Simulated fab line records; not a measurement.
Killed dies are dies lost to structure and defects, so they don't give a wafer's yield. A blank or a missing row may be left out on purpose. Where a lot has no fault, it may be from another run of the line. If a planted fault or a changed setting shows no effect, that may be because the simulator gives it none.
fab line records	flow sfq-line
[record] lots = 6	wafers = 18	last-day = 91
route steps=325 shown C5@243 M6@251
lots untouched by any fault: they come from a run of this same line in which no faults occurred
start-h: hours from the record's first day to the start of the lot's first wafer shown	wait-h: time in hours since the lot's previous step	" repeats the value in the row above	L1.1+2: a single row standing in for several wafers	- no value present, or no start provided	* or withheld: withheld	< > ~ a bound
route shown NAME@n: a module of which the file shows steps, and the number in the route of the first	usual: the fault-free wafers' mean and standard deviation	same: alike in all rows	chamber/n: place in a boat	sites: each site's reading	_std_site: their standard deviation	_edge_site: the outer-site mean with the inner-site mean subtracted	radius-mm: for every site, how far away it sits from the centre of the wafer	mask NAME#n: copy n	behind: the last tool/chamber to shape the wafer	hold: why the lot went on hold/how many hours it stayed there/how the hold came to an end	device: the transistor (n, p or np) that didn't switch	end of line: the same wafers' tests at the end of the route	a step given without rows: its recipe and nothing more	killed: not the wafer's yield, but the dies lost to structure and defects at the first sort	map: a wafer's dies, x killed, . not, _ none there
set.NAME: the run value of the setting; set.NAME@STEP: its run value at that earlier step	model.NAME: the simulator's own value behind a step, which no gauge read
lots seen at some steps along the route; tables by step, rows by wafer
services: from which hour (start-h, from the record's first day; less than 0 if before it) a tool's chamber was out of use, for how many hours, and why
[[steps]]
[step SFQ_TRILAYER_C5_LITHO_EXPOSE_152]
[recipe] mask-id = C5	na = 0.6	source-shape = conventional	sigma-outer = 0.65	target-cd-nm = 500	dose-mj = 21.3
[step SFQ_TRILAYER_C5_LITHO_PEB_154]
[recipe] peb-temp-c = 115	peb-time-s = 60	resist = KrF
[step SFQ_TRILAYER_C5_LITHO_DEVELOP_153]
[recipe] time-s = 60	resist = KrF
[step SFQ_C5_OVL_MEAS_937]
[usual] C5_OVL = -1/4.7
lot.wafer	tool	chamber	start-h	wait-h	C5_OVL[nm]
L982.1	overlay-01	-	1596.21	0.1	-3
L982.3	"	-	"	"	2
L982.4	"	-	"	"	1
L993.2	overlay-02	-	1701.52	0.1	-3
L993.5	"	-	"	"	0
L993.6	"	-	"	"	-5
L995.3	overlay-01	-	1707.53	0.1	-9
L995.4	"	-	"	"	1
L995.5	"	-	"	"	-4
L996.1	overlay-02	-	1732.72	0.1	2
L996.2	"	-	"	"	8
L996.5	"	-	"	"	6
L998.2	overlay-02	-	1741.25	0.1	5
L998.3	"	-	"	"	-1
L998.6	"	-	"	"	-5
L102.2	overlay-01	-	1771.25	0.1	12
L102.4	"	-	"	"	6
L102.6	"	-	"	"	8
[step SFQ_TRILAYER_C5_BARC_OPEN_VIA_ETCH_210]
[recipe] mask-material = PR	chemistry = O2	target-depth-nm = 125	target = BARC	source-w = 500	bias-w = 80	pressure-mtorr = 30	time-s = 41.7
[usual] drypump-motor-current-A = 5.7/0.39	oes-product-au = 0.685/0.0049	rf-fwd-power-W = 494.0/2.4
lot.wafer	tool	chamber	start-h	wait-h	drypump-motor-current-A	oes-product-au	rf-fwd-power-W	rf-hours-counter-h
L982.1	rie-diel-01	2	1596.24	0.0	6.2	0.688	493.4	15
L982.3	"	1	"	"	5.8	0.681	496.1	7
L982.4	"	3	"	"	5.9	0.687	494.7	6
L993.2	rie-diel-04	3	1701.55	0.0	5.7	0.687	492.7	18
L993.5	"	0	"	"	5.0	0.683	489.4	-
L993.6	"	3	"	"	5.7	0.680	495.0	-
L995.3	rie-diel-04	2	1707.55	0.0	5.0	0.687	491.3	14
L995.4	"	3	"	"	5.7	0.686	494.5	-
L995.5	"	1	"	"	5.9	0.691	494.1	-
L996.1	rie-diel-03	1	1732.75	0.0	5.9	0.684	495.5	20
L996.2	"	0	"	"	5.2	0.688	491.5	13
L996.5	"	2	"	"	5.7	0.682	493.4	-
L998.2	rie-diel-04	3	1741.28	0.0	5.7	0.692	497.9	19
L998.3	"	0	"	"	5.0	0.692	493.8	0
L998.6	"	0	"	"	5.0	0.685	491.9	-
L102.2	rie-diel-04	1	1771.28	0.0	6.0	0.686	492.2	0
L102.4	"	3	"	"	5.7	0.686	495.9	19
L102.6	"	1	"	"	6.0	0.686	494.2	-
[step SFQ_TRILAYER_C5_ETCH_VIA_ETCH_154]
[recipe] target = SiO2	mask-material = PR	chemistry = CHF3	target-depth-nm = 84	source-w = 500	bias-w = 80	pressure-mtorr = 30	time-s = withheld	stop-on = Nb
[usual] drypump-motor-current-A = 5.7/0.39	oes-product-au = 0.895/0.008	rf-fwd-power-W = 494.8/1.8
lot.wafer	tool	chamber	start-h	wait-h	drypump-motor-current-A	oes-product-au	rf-fwd-power-W
L982.1	rie-diel-01	2	1596.28	0.0	6.3	0.901	495.0
L982.3	"	1	"	"	5.8	0.905	496.4
L982.4	"	3	"	"	5.9	0.908	495.5
L993.2	rie-diel-04	3	1701.59	0.0	5.7	0.890	494.7
L993.5	"	0	"	"	5.0	0.901	495.2
L993.6	"	3	"	"	5.7	0.906	496.7
L995.3	rie-diel-04	2	1707.59	0.0	5.0	0.883	496.6
L995.4	"	3	"	"	5.7	0.892	497.3
L995.5	"	1	"	"	5.9	0.885	496.0
L996.1	rie-diel-03	1	1732.79	0.0	5.8	0.893	498.5
L996.2	"	0	"	"	5.2	0.885	491.5
L996.5	"	2	"	"	5.7	0.895	496.6
L998.2	rie-diel-04	3	1741.32	0.0	5.7	0.900	496.4
L998.3	"	0	"	"	5.0	0.886	493.4
L998.6	"	0	"	"	5.0	0.898	493.1
L102.2	rie-diel-04	1	1771.32	0.0	5.9	0.900	493.5
L102.4	"	3	"	"	5.7	0.898	495.0
L102.6	"	1	"	"	6.0	0.895	495.9
[step SFQ_TRILAYER_C5_STRIP_STRIP_155]
[recipe] gas = O2	power-w = 200	platen-temp-c = 40	overash-fraction = 0.65	chemistry = O2	pressure-mtorr = 50
[usual] drypump-motor-current-A = 5.8/0.4	oes-product-au = 1.000/0.0074
lot.wafer	tool	chamber	start-h	wait-h	drypump-motor-current-A	oes-product-au	rf-hours-counter-h
L982.1	rie-metal-03	1	1596.33	-	6.0	1.001	55
L982.3	"	0	"	"	6.1	1.014	-
L982.4	"	1	"	"	6.0	1.014	-
L993.2	rie-metal-03	1	1701.64	-	6.0	1.000	69
L993.5	"	1	"	"	6.0	0.994	-
L993.6	"	0	"	"	6.1	1.005	-
L995.3	rie-metal-02	1	1707.84	-	5.4	0.999	-
L995.4	"	0	"	"	6.3	0.991	-
L995.5	"	1	"	"	5.4	1.001	-
L996.1	rie-metal-02	0	1732.84	-	6.3	0.985	36
L996.2	"	1	"	"	5.5	1.004	41
L996.5	"	1	"	"	5.5	0.994	-
L998.2	rie-metal-02	1	1741.37	-	5.4	1.015	42
L998.3	"	0	"	"	6.3	0.996	-
L998.6	"	1	"	"	5.4	0.998	-
L102.2	rie-metal-04	1	1771.37	-	5.9	1.004	75
L102.4	"	1	"	"	5.8	1.012	-
L102.6	"	0	"	"	5.1	1.006	-
[step SFQ_TRILAYER_C5_STRIP_SOLV_CLEAN_156]
[recipe] chemistry = NMP	temp-c = 70	time-s = 600
[step SFQ_TRILAYER_M6_DEP_PRE_CLEAN_158]
[recipe] gas = Ar	time-s = 22.5	bias-v = 250
[step SFQ_TRILAYER_M6_DEP_SPUTTER_157]
[recipe] material = Nb	base-pressure-pa = 1.33e-06	chamber-pressure-pa = 0.1333	substrate-temp-c = 20	target-thk-nm = 200	power-w = 2000	time-s = 133.3
[usual] throttle-valve-pct = 30.1/0.96
lot.wafer	tool	chamber	start-h	wait-h	throttle-valve-pct
L982.1	pvd-sputter-05	-	1597.13	0.0	30.4
L982.3	"	-	"	"	30.4
L982.4	"	-	"	"	31.2
L993.2	pvd-sputter-03	-	1702.44	0.0	30.2
L993.5	"	-	"	"	28.0
L993.6	"	-	"	"	30.1
L995.3	pvd-sputter-06	-	1708.44	0.0	30.0
L995.4	"	-	"	"	30.1
L995.5	"	-	"	"	30.2
L996.1	pvd-sputter-05	-	1733.64	0.0	30.3
L996.2	"	-	"	"	30.7
L996.5	"	-	"	"	30.1
L998.2	pvd-sputter-03	-	1742.17	0.0	30.4
L998.3	"	-	"	"	30.2
L998.6	"	-	"	"	30.6
L102.2	pvd-sputter-05	-	1772.17	0.0	30.3
L102.4	"	-	"	"	30.3
L102.6	"	-	"	"	30.5
[step SFQ_M6_RS_MEAS_938]
[recipe] thk-meas-gauge = four-point-probe	reads = Nb_of_TRILAYER_M6_DEP_SPUTTER_157
[usual] M6_NB_RS = 0.887/0.0072
lot.wafer	tool	chamber	start-h	wait-h	M6_NB_RS[ohm/sq]
L982.1	film-metro-03	-	1597.22	0.0	0.881
L982.3	"	-	"	"	0.887
L982.4	"	-	"	"	0.897
L993.2	film-metro-03	-	1702.56	0.1	0.905
L993.5	"	-	"	"	0.887
L993.6	"	-	"	"	0.892
L995.3	film-metro-01	-	1708.58	0.1	0.887
L995.4	"	-	"	"	0.881
L995.5	"	-	"	"	0.884
L996.1	film-metro-01	-	1733.74	0.0	0.893
L996.2	"	-	"	"	0.895
L996.5	"	-	"	"	0.899
L998.2	film-metro-03	-	1742.28	0.1	0.886
L998.3	"	-	"	"	0.899
L998.6	"	-	"	"	0.890
L102.2	film-metro-01	-	1772.28	0.1	0.888
L102.4	"	-	"	"	0.885
L102.6	"	-	"	"	0.890
[step SFQ_TRILAYER_M6_LITHO_COAT_164]
[recipe] resist = BARC	spin-rpm = 3000	resist-thk-nm = 62
[usual] spin-speed-rpm = 2999.6/1.7
lot.wafer	tool	chamber	start-h	wait-h	spin-speed-rpm	model.BARC_of_TRILAYER_M6_LITHO_COAT_164.thk-nm
L982.1	litho-track-04	0	1597.40	0.1	2998.4	62.18
L982.3	"	0	"	"	2999.1	62.19
L982.4	"	0	"	"	2995.9	62.05
L993.2	litho-track-01	0	1702.77	0.1	2997.6	61.87
L993.5	"	0	"	"	3001.5	61.68
L993.6	"	0	"	"	2999.3	61.75
L995.3	litho-track-01	0	1708.82	0.1	3094.4	61.17
L995.4	"	0	"	"	3095.1	61.13
L995.5	"	0	"	"	3092.7	61.04
L996.1	litho-track-01	0	1733.92	0.1	3093.5	61.33
L996.2	"	0	"	"	3091.4	61.33
L996.5	"	0	"	"	3095.7	61.17
L998.2	litho-track-04	0	1742.49	0.1	2999.9	62.25
L998.3	"	0	"	"	3001.0	62.14
L998.6	"	0	"	"	2999.5	62.31
L102.2	litho-track-04	0	1772.49	0.1	3001.6	62.49
L102.4	"	0	"	"	2998.2	62.33
L102.6	"	0	"	"	2996.7	62.1
[step SFQ_TRILAYER_M6_LITHO_COAT_159]
[recipe] resist = KrF	spin-rpm = 3000	resist-thk-nm = 600
[step SFQ_TRILAYER_M6_LITHO_SOFTBAKE_163]
[recipe] temp-c = withheld	time-s = withheld	resist = KrF
[step SFQ_TRILAYER_M6_LITHO_EXPOSE_160]
[recipe] mask-id = M6	na = 0.6	source-shape = conventional	sigma-outer = 0.65	target-cd-nm = 500	dose-mj = 14.29
[step SFQ_TRILAYER_M6_LITHO_PEB_162]
[recipe] peb-temp-c = 115	peb-time-s = 60	resist = KrF
[step SFQ_TRILAYER_M6_LITHO_DEVELOP_161]
[recipe] time-s = 60	resist = KrF
[step SFQ_M6_OVL_MEAS_940]
[usual] M6_OVL = 2/4.7
lot.wafer	tool	chamber	start-h	wait-h	M6_OVL[nm]
L982.1	overlay-02	-	1709.92	0.1	8
L982.3	"	-	"	"	1
L982.4	"	-	"	"	4
L993.2	overlay-02	-	1810.52	0.1	0
L993.5	"	-	"	"	-1
L993.6	"	-	"	"	0
L995.3	overlay-02	-	1816.53	0.1	0
L995.4	"	-	"	"	1
L995.5	"	-	"	"	2
L996.1	overlay-02	-	1839.32	0.1	-2
L996.2	"	-	"	"	-1
L996.5	"	-	"	"	-2
L998.2	overlay-02	-	1847.72	0.1	5
L998.3	"	-	"	"	2
L998.6	"	-	"	"	1
L102.2	overlay-02	-	1880.40	0.1	3
L102.4	"	-	"	"	3
L102.6	"	-	"	"	7
[step SFQ_TRILAYER_M6_BARC_OPEN_METAL_ETCH_206]
[recipe] mask-material = PR	chemistry = O2	target-depth-nm = 125	target = BARC	icp-w = 587	bias-w = 80	pressure-mtorr = 10	time-s = 41.7
[usual] drypump-motor-current-A = 6.05/0.3	oes-product-au = 0.685/0.0041	rf-fwd-power-W = 581/3.2
lot.wafer	tool	chamber	start-h	wait-h	drypump-motor-current-A	oes-product-au	rf-fwd-power-W	rf-hours-counter-h	model.etch.depth-nm
L982.1	rie-metal-02	1	1709.95	0.0	5.42	0.685	585	38	62.18
L982.3	"	0	"	"	6.28	0.687	581	-	62.19
L982.4	"	1	"	"	5.42	0.687	584	-	62.05
L993.2	rie-metal-01	0	1810.55	0.0	6.44	0.684	576	63	61.87
L993.5	"	1	"	"	5.87	0.678	584	-	61.68
L993.6	"	0	"	"	6.47	0.690	579	-	61.75
L995.3	rie-metal-01	1	1816.57	0.0	5.89	0.683	582	-	61.17
L995.4	"	0	"	"	6.49	0.681	574	-	61.13
L995.5	"	1	"	"	5.89	0.684	584	-	61.04
L996.1	rie-metal-02	0	1839.35	0.0	6.30	0.684	578	50	61.33
L996.2	"	1	"	"	5.44	0.679	585	54	61.33
L996.5	"	1	"	"	5.44	0.679	585	-	61.17
L998.2	rie-metal-03	1	1847.75	0.0	6.01	0.688	582	93	62.25
L998.3	"	1	"	"	6.00	0.683	583	-	62.14
L998.6	"	1	"	"	6.00	0.681	582	-	62.31
L102.2	rie-metal-03	1	1880.43	0.0	5.99	0.687	584	99	62.49
L102.4	"	1	"	"	6.00	0.686	585	-	62.33
L102.6	"	0	"	"	6.09	0.692	576	-	62.1
[step SFQ_TRILAYER_M6_ETCH_METAL_ETCH_162]
[recipe] target = Nb	stop-on = SiO2	mask-material = PR	chemistry = Cl2/Ar	target-depth-nm = 240	icp-w = 600	bias-w = 80	pressure-mtorr = 10	time-s = 120
[usual] drypump-motor-current-A = 6.1/0.3	oes-product-au = 0.896/0.0057	rf-fwd-power-W = 596.9/2.1
lot.wafer	tool	chamber	start-h	wait-h	drypump-motor-current-A	oes-product-au	rf-fwd-power-W	rf-hours-counter-h
L982.1	rie-metal-02	1	1710.01	0.0	5.4	0.901	597.2	38
L982.3	"	0	"	"	6.3	0.895	595.5	-
L982.4	"	1	"	"	5.4	0.889	596.6	-
L993.2	rie-metal-01	0	1810.61	0.0	6.5	0.892	596.4	64
L993.5	"	1	"	"	5.9	0.900	598.0	-
L993.6	"	0	"	"	6.5	0.892	594.9	-
L995.3	rie-metal-01	1	1816.65	0.1	5.9	0.899	600.8	-
L995.4	"	0	"	"	6.4	0.899	593.3	-
L995.5	"	1	"	"	5.9	0.895	597.5	-
L996.1	rie-metal-02	0	1839.41	0.0	6.3	0.894	597.8	50
L996.2	"	1	"	"	5.5	0.895	599.2	54
L996.5	"	1	"	"	5.4	0.886	597.3	-
L998.2	rie-metal-03	1	1847.81	0.0	6.0	0.893	598.2	93
L998.3	"	1	"	"	6.0	0.891	594.9	-
L998.6	"	1	"	"	6.0	0.894	596.3	-
L102.2	rie-metal-03	1	1880.49	0.0	6.0	0.896	600.2	99
L102.4	"	1	"	"	6.0	0.899	595.8	-
L102.6	"	0	"	"	6.1	0.890	597.9	-
[[services]]
tool	chamber	start-h	hours	kind
rie-diel-03	-	1574.47	10.0	pm
rie-diel-04	0	1578.81	4.3	repair
rie-diel-04	0	1593.23	49.9	repair
rie-diel-03	2	1613.17	9.6	repair
rie-diel-01	3	1622.82	8.1	repair
rie-diel-01	-	1626.95	2.8	pm
rie-diel-04	3	1627.46	2.4	repair
rie-diel-01	1	1629.99	3.1	repair
rie-diel-03	3	1635.01	4.2	repair
rie-diel-04	-	1640.60	28.1	pm
rie-diel-03	0	1660.01	1.9	repair
rie-metal-02	-	1660.30	4.0	pm
rie-metal-03	-	1677.87	1.1	repair
rie-diel-03	-	1698.13	4.5	repair
rie-metal-03	0	1702.70	10.2	repair
rie-diel-04	2	1716.60	2.8	repair
rie-metal-03	-	1745.96	0.5	repair
rie-diel-04	2	1752.74	6.6	repair
pvd-sputter-05	-	1837.01	0.8	repair
pvd-sputter-05	-	1839.70	2.4	repair
rie-metal-02	-	1860.15	0.3	repair
rie-metal-03	0	1864.57	4.3	repair
rie-diel-04	1	1872.64	1.8	repair
pvd-sputter-05	-	1879.80	5.9	repair
[[key]]
[first-sign] step = SFQ_TRILAYER_M6_LITHO_COAT_164	reading = spin-speed-rpm	direction = up	sigmas = 55	usual = 2999.6	struck = 3093.8
effect none on later readings
[model-effect] step = SFQ_TRILAYER_M6_LITHO_COAT_164	value = BARC_of_TRILAYER_M6_LITHO_COAT_164.thk-nm	without = 62.14	struck = 61.19
[model-effect] step = SFQ_TRILAYER_M6_BARC_OPEN_METAL_ETCH_206	value = etch.depth-nm	without = 62.14	struck = 61.19
met-at SFQ_TRILAYER_M6_LITHO_COAT_164
struck-wafers L995.3,L995.4,L995.5,L996.1,L996.2,L996.5
onset-between 1702.77 1708.82
[fault] kind = process-parameter-drift	tool = litho-track-01	chamber = -	onset-h = 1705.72	steps = SFQ_TRILAYER_M6_LITHO_COAT_164	channel = spin-rpm	offset = 93.79	shape = step	end-h = 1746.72	acts-in = these-recipes-only	stated = 3000
